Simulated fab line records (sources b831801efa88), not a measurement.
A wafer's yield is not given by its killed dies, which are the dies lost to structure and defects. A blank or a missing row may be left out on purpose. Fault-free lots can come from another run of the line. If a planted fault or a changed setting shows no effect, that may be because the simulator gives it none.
A struck lot beside a sound one    flow sky130    15 steps out of a route of 708
Sound: these wafers, L801.2, L801.4, L801.5. Struck: wafer L810.2. (L810.3, L810.4 of the same lot were not struck and are left out.) The cause comes at the end.
Order at every step that has rows: each side's tool, ch and its chambers, its first start. Under that, the readings that differ: sound wafers    struck wafers    difference of the means    sigmas: that difference in standard deviations of wafers without a fault.
alike: words and numbers the same on both sides, and readings whose means are apart by under 2 such deviations; not compared: readings that were withheld, readings missing a value for some wafer, numbers with overlapping values and no deviation given by the record, and bounds like >300 which may hide the same value.
A row with sigmas, a row that says differs or no value, or rows on one side alone: a step with any of these is where the two part. Numbers that don't overlap but have no deviation are shown without sigmas and don't part them. Lack of a reading on every wafer of one side parts them only where that side has two or more wafers.

first, 1 step without rows for these wafers: SKY_VIA3_ETCH_14 (etches BARC in N2/H2, stops on SiO2, time 45.9 s, target depth 60 nm).
SKY_VIA3_ETCH_15: etches SiO2 in C4F8/O2/Ar, stops on TiN, target depth 507 nm, time 78 s.
  sound on rieDiel-03 ch 0,2, day 42 05:35; struck on rieDiel-04 ch 3, day 43 23:29
  alike: oesProductAu
  not compared: rfHoursCounterH
SKY_VIA3_STRIP_16: strips in O2/N2.
  sound on plasmaAsher-04 ch 0, day 42 05:39; struck on plasmaAsher-01 ch 1, day 43 23:32
  alike: drypumpMotorCurrentA, o2FlowSccm, oesProductAu, stripTimeToEndpointS
  not compared: rfHoursCounterH
then, 4 steps without rows for these wafers: SKY_VIA3_STRIP_17 (strips in post etch residue remover, time 1200 s); SKY_VIA3_CLEAN_18 (cleans in IPA, time 180 s); SKY_VIA3_CLEAN_19 (cleans in O3/DIW); SKY_VIA3_SPUTTER_20 (material TiN, target thk 20 nm, time 80 s).
SKY_VIA3_CVD_21: deposits W, target thk 390 nm, time 117.31 s.
  sound on cvdW-02 ch 0,1, day 42 06:19; struck on cvdW-02 ch 0, day 44 00:11
  alike: heaterPowerW
SKY_VIA3_RS_MEAS_22: measures by four-point-probe.
  sound: filmMetro-02 at day 42 06:27; struck: filmMetro-02 at day 44 00:20
  alike: VIA3_W_RS
SKY_VIA3_THK_MEAS_23: measures by xrf.
  sound: filmMetro-02 at day 42 06:34; struck: filmMetro-02 at day 44 00:27
  alike: VIA3_W_THK
SKY_VIA3_CMP_24: polishes, stops on SiO2, t overpolish 20 s, target thk 0 nm.
  sound on cmp-01 ch 0,1,3, day 42 06:43; struck on cmp-01 ch 2, day 44 01:04
reading              sound           struck  difference  sigmas
motorCurrentA (A)    12.3 10.4 10.3  8.5     -2.5        -3
timeToEndpointS (s)  93 88 90        98      +8          +3
  alike: overpolishRunS
then, 1 step without rows for these wafers: SKY_METAL4_SPUTTER_00 (material Ti, target thk 15 nm, time 10 s).
SKY_METAL4_SPUTTER_01: material TiN, target thk 20 nm, time 16.7 s.
  sound: pvdSputter-01 at day 42 06:56; struck: pvdSputter-01 at day 44 01:23
reading                                    sound              struck  difference  sigmas
model.TiN_of_METAL4_SPUTTER_01.thkNm (nm)  20.26 20.19 20.13  19.48   -0.71       
  alike: throttleValvePct
SKY_METAL4_SPUTTER_02: material AlCu, target thk 735 nm, time 39.1 s.
  sound: pvdSputter-01 at day 42 06:58; struck: pvdSputter-01 at day 44 01:25
  alike: throttleValvePct
after that, 1 step had no rows for these wafers: SKY_PAD_OPEN_PROBE_99.

== WHERE THEY PART ==
Within this record, at SKY_VIA3_CMP_24 only. Later steps at which nothing parts them and some readings are alike: SKY_METAL4_SPUTTER_01, SKY_METAL4_SPUTTER_02.

WHY: the cause the simulator had injected
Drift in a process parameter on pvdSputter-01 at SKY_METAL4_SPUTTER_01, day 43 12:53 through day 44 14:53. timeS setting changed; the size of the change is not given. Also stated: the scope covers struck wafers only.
